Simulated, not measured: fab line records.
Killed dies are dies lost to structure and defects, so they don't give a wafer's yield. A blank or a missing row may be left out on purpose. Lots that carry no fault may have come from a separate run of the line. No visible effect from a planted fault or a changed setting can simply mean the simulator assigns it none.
Split-lot experiment / flow gf180mcu / 16 wafers read across 5 lots, on a route 602 steps long

== ON THE SPLIT ==
At GF_M4_METAL_ETCH_16 (etches the open film in Cl2/BCl3, stops on SiO2, target depth 627.5 nm, time 104.6 s), the setting time_s was moved away from the recipe's 104.6 s on 5 of the 16 wafers read, by -12.9% to -5.9%. All remaining wafers had this setting at the recipe value.

The reading is taken at the split's own step.

== THE READING ==
M4.feature_depth_nm (the simulator's own value, which no gauge read), in nm, at GF_M4_METAL_ETCH_16 (etches the open film in Cl2/BCl3, stops on SiO2, target depth 627.5 nm, time 104.6 s). The file gives no usual value for it. The 11 wafers here that ran the recipe average 604.9 nm, standard deviation 5.2 nm.

wafer=L075.1; tool, chamber at the split=rie_metal-03, 0; time_s as run, s=104.6; against the recipe=recipe; M4.feature_depth_nm, nm=611.6; against lot-mates on the recipe=-
wafer=L075.2; tool, chamber at the split=rie_metal-03, 0; time_s as run, s=98.39; against the recipe=-5.9%; M4.feature_depth_nm, nm=593.2; against lot-mates on the recipe=-18.4
wafer=L075.4; tool, chamber at the split=rie_metal-03, 0; time_s as run, s=98.39; against the recipe=-5.9%; M4.feature_depth_nm, nm=594.3; against lot-mates on the recipe=-17.3
wafer=L082.4; tool, chamber at the split=rie_metal-02, 1; time_s as run, s=98.46; against the recipe=-5.9%; M4.feature_depth_nm, nm=605.8; against lot-mates on the recipe=no lot-mate on the recipe
wafer=L082.5; tool, chamber at the split=rie_metal-02, 1; time_s as run, s=98.46; against the recipe=-5.9%; M4.feature_depth_nm, nm=604.4; against lot-mates on the recipe=no lot-mate on the recipe
wafer=L083.2; tool, chamber at the split=rie_metal-02, 1; time_s as run, s=104.6; against the recipe=recipe; M4.feature_depth_nm, nm=608.6; against lot-mates on the recipe=-
wafer=L083.3; tool, chamber at the split=rie_metal-02, 0; time_s as run, s=104.6; against the recipe=recipe; M4.feature_depth_nm, nm=605.2; against lot-mates on the recipe=-
wafer=L083.4; tool, chamber at the split=rie_metal-02, 1; time_s as run, s=104.6; against the recipe=recipe; M4.feature_depth_nm, nm=610.8; against lot-mates on the recipe=-
wafer=L084.1; tool, chamber at the split=rie_metal-02, 1; time_s as run, s=104.6; against the recipe=recipe; M4.feature_depth_nm, nm=609; against lot-mates on the recipe=-
wafer=L084.3; tool, chamber at the split=rie_metal-02, 1; time_s as run, s=104.6; against the recipe=recipe; M4.feature_depth_nm, nm=608.8; against lot-mates on the recipe=-
wafer=L084.5; tool, chamber at the split=rie_metal-02, 1; time_s as run, s=91.14; against the recipe=-12.9%; M4.feature_depth_nm, nm=555.7; against lot-mates on the recipe=-53.2
wafer=L085.1; tool, chamber at the split=rie_metal-03, 1; time_s as run, s=104.6; against the recipe=recipe; M4.feature_depth_nm, nm=597; against lot-mates on the recipe=-
wafer=L085.2; tool, chamber at the split=rie_metal-03, 0; time_s as run, s=104.6; against the recipe=recipe; M4.feature_depth_nm, nm=598.7; against lot-mates on the recipe=-
wafer=L085.3; tool, chamber at the split=rie_metal-03, 1; time_s as run, s=104.6; against the recipe=recipe; M4.feature_depth_nm, nm=597; against lot-mates on the recipe=-
wafer=L085.4; tool, chamber at the split=rie_metal-03, 0; time_s as run, s=104.6; against the recipe=recipe; M4.feature_depth_nm, nm=601.9; against lot-mates on the recipe=-
wafer=L085.6; tool, chamber at the split=rie_metal-03, 1; time_s as run, s=104.6; against the recipe=recipe; M4.feature_depth_nm, nm=605; against lot-mates on the recipe=-

FIT RESULTS
A straight line over all 16 wafers: M4.feature_depth_nm changes by +2.71 nm for each +1% of time_s; r = +0.78; the points scatter about the line by 8.6 nm.
The same after taking each lot's own level away (the mean of its wafers on the recipe; 14 wafers): +3.84 nm for each +1%; r = +0.98; scatter 3.2 nm.
The reading moves by 49 nm for the largest change in time_s, on that fit.
Measured against the standard deviation above, the lots' own levels, which go from 599.92 to 611.60 nm, span 2.2 times it.
So the lot-to-lot level blurs the effect unless lot-mates are compared.
Check: -38.7 nm against its lot-mates is what the line predicts for one of the wafers moved furthest among these (-12.9%) when that wafer is left out of the fit. Against them it came out at -53.2 nm.

== THE OTHER SPLITS THESE WAFERS WENT THROUGH ==
Other splits were also applied to these wafers ahead of the reading. Each is held against what the fit with the lots' levels taken away leaves over:
other split on the same wafers=GF_V2_ETCH_16 source_w; wafers away from the commonest value=5; r with M4.feature_depth_nm (lot level and that fit taken away)=-0.12
other split on the same wafers=GF_V2_CVD_23 pressure_torr; wafers away from the commonest value=11; r with M4.feature_depth_nm (lot level and that fit taken away)=+0.33
other split on the same wafers=GF_M3_SPUTTER_04 time_s; wafers away from the commonest value=1; r with M4.feature_depth_nm (lot level and that fit taken away)=+0.37
other split on the same wafers=GF_M3_STRIP_17 platen_temp_c; wafers away from the commonest value=6; r with M4.feature_depth_nm (lot level and that fit taken away)=-0.30
other split on the same wafers=GF_V3_EXPOSE_11 dose_mj; wafers away from the commonest value=3; r with M4.feature_depth_nm (lot level and that fit taken away)=+0.24
other split on the same wafers=GF_M4_SPUTTER_04 time_s; wafers away from the commonest value=0; r with M4.feature_depth_nm (lot level and that fit taken away)=-

== THE WHOLE CHAIN: every reading that the file lists as answering this split, in the file's order ==
step=GF_M4_METAL_ETCH_16; what it does=etches the open film in Cl2/BCl3, stops on SiO2, target depth 627.5 nm, time 104.6 s; reading=KrF_of_M4_COAT_09.thk_nm (the simulator's own value, which no gauge read); change (the file's fit)=-2.4 nm for each +1% of the setting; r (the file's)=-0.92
step=GF_M4_METAL_ETCH_16; what it does=etches the open film in Cl2/BCl3, stops on SiO2, target depth 627.5 nm, time 104.6 s; reading=M4.feature_depth_nm (the simulator's own value, which no gauge read); change (the file's fit)=+3.94 nm for each +1% of the setting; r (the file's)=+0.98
step=GF_M4_STRIP_17; what it does=strips in O2/N2; reading=strip_time_to_endpoint_s; change (the file's fit)=withheld for each +1% of the setting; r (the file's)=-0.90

== FILE'S OWN FIT ==
M4.feature_depth_nm changes by +3.94 nm for each +1% of time_s, r = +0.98.
